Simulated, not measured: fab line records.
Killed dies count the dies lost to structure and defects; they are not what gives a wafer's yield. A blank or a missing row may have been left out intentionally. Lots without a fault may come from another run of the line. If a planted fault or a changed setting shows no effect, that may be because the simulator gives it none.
Chamber matching | flow gf180mcu | GF_POLY_GATE_ETCH_13 on rie-si-02: 4 sister chambers
The step etches poly-Si in HBr/Cl2, stops on SiO2, target depth 198.5 nm, time 69.6 s. 4 wafers are shown with their chamber, then 7 later ones without.

## EACH WAFER AND ITS CHAMBER
wafer  | chamber | drypump-motor-current-A (A)
L894.2 | 1       | 5.3
L894.4 | 0       | 5.3
L896.1 | 3       | 5.6
L896.3 | 2       | 6.2

## WAFERS WITHOUT THEIR CHAMBER
wafer  | drypump-motor-current-A (A)
L896.6 | 5.4
L899.3 | 5.3
L899.4 | 5.6
L899.5 | 5.4
L900.1 | 6.2
L900.4 | 5.3
L900.5 | 5.2

## WHICH CHAMBER EACH ONE RAN IN
wafer  | from the rows above          | in truth
L896.6 | can't be placed: 0 or 1 or 3 | 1
L899.3 | can't be placed: 0 or 1      | 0
L899.4 | 3                            | 3
L899.5 | can't be placed: 0 or 1 or 3 | 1
L900.1 | 2                            | 2
L900.4 | can't be placed: 0 or 1      | 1
L900.5 | can't be placed: 0 or 1      | 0
Placed correctly: 2 of 7. These rows do not allow placing 5 (true chamber among the candidates in 5). Wrongly placed: 0.
How it was worked out, from the rows above alone: a wafer's distance from a chamber is the root of the sum, over the readings, of the square of ((its reading less the chamber's mean) divided by the reading's scatter). The wafer belongs to the nearest chamber; if the next one is less than 2 further off, it can't be placed. A chamber's mean is the mean of its shown wafers. The scatter: with one shown wafer a chamber, the root of the mean of the squares of how far each hidden wafer lies from its nearest shown one.
